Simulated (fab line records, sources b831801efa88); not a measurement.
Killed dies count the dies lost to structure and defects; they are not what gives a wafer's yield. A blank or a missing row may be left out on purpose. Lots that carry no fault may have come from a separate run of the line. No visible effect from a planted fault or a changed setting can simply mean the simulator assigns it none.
Which tool did it? -- flow sky130 -- 11 lots, 33 wafers sampled, at 2 steps of a route of 708

== WHAT THE GAUGES READ, wafer by wafer ==
SKY_NWELL_RS_MEAS_29: a four-point-probe measurement. Usual: NWELL_RS gives 625.1 ohm/sq (standard deviation 1.7).
lot,measured,on,NWELL_RS (ohm/sq),flag
L427,day 5 06:56,film-metro-02,623.9 624.2 623.1,
L431,day 6 06:26,film-metro-02,626.1 626.3 624.2,
L433,day 6 19:39,film-metro-03,626.5 624.4 623.8,
L436,day 7 10:32,film-metro-01,635.9 637.2 636.7,OFF
L438,day 7 23:32,film-metro-03,632.1 632.9 632.9,OFF
L439,day 8 08:56,film-metro-03,624.8 627.1 626.5,
L445,day 9 20:46,film-metro-01,627.2 625.4 625.7,
L446,day 10 09:05,film-metro-03,625.0 623.3 625.0,
L448,day 10 15:35,film-metro-01,628.4 626.1 625.6,
L449,day 10 23:34,film-metro-01,626.4 626.2 627.8,
L450,day 11 04:14,film-metro-03,622.2 621.9 621.9,

== TOOL THAT RAN EACH LOT (tool first, then ch and the chambers of the sampled wafers, then the start) ==
lot,SKY_NWELL_IMPLANT_11
L427,"implanter-04 ch 0, day 4 11:58"
L431,"implanter-03 ch 0, day 5 12:51"
L433,"implanter-04 ch 0, day 6 00:31"
L436,"implanter-04 ch 0, day 6 14:08"
L438,"implanter-04 ch 0, day 7 02:50"
L439,"implanter-02 ch 0, day 7 11:50"
L445,"implanter-02 ch 0, day 8 22:34"
L446,"implanter-02 ch 0, day 9 10:32"
L448,"implanter-03 ch 0, day 9 17:53"
L449,"implanter-02 ch 0, day 10 00:53"
L450,"implanter-03 ch 0, day 10 05:11"
- SKY_NWELL_IMPLANT_11

== WHAT THE TOOLS THEMSELVES READ (means of the sampled wafers that have a number; where no wafer has one, the mark that the record gives instead) ==
SKY_NWELL_IMPLANT_11. Usual: beam-energy-keV 400.02, standard deviation 0.13.
lot,tool,beam-energy-keV,flag
L427,implanter-04,400.01,
L431,implanter-03,399.95,
L433,implanter-04,399.87,
L436,implanter-04,379.74,OFF
L438,implanter-04,379.58,OFF
L439,implanter-02,400.01,
L445,implanter-02,399.89,
L446,implanter-02,400.12,
L448,implanter-03,400.10,
L449,implanter-02,400.03,
L450,implanter-03,399.94,

== THE ANSWER, worked out from the rows above alone ==
Rule: a lot is off if the mean of its wafers that have a number lies more than 3 standard deviations from the usual mean. A lot without any number at a reading at which 4 lots or more have one is off too. Where the step has rows for the other lots, those lots are counted as sound. After the gauges, taken in route order, come the tools' own readings; for these a lot's mean is taken, as printed above. At the first step where some lot is off, the reading lying furthest off is the one used; lots without a number count as furthest.
Off: L436, L438, at SKY_NWELL_RS_MEAS_29 (NWELL_RS).
If a tool, at a process step before that reading, ran all the lots that are off and no sound lot after the first of them, it fits. The gauges at SKY_NWELL_RS_MEAS_29 aren't tried: what is off there is off at SKY_NWELL_IMPLANT_11 too, on other tools, and a gauge's error can't cause that. One fits: SKY_NWELL_IMPLANT_11 on implanter-04. A fault onset in the window from L433 (day 6 00:31, its last sound lot) to L436 (day 6 14:08, its first lot off) fits.
The tool's own readings at SKY_NWELL_IMPLANT_11 bear it out: on the lots that are off they differ by more than 5 times the standard deviation of the sound lots' means. beam-energy-keV reads 379.66 there against 399.99 on the sound lots.

== WHAT THE SIMULATOR HAD INSERTED ==
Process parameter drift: implanter-04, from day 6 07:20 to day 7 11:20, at SKY_NWELL_IMPLANT_11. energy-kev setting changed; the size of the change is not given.
Lots struck among those shown: L436, L438. The rule given above showed the same thing.
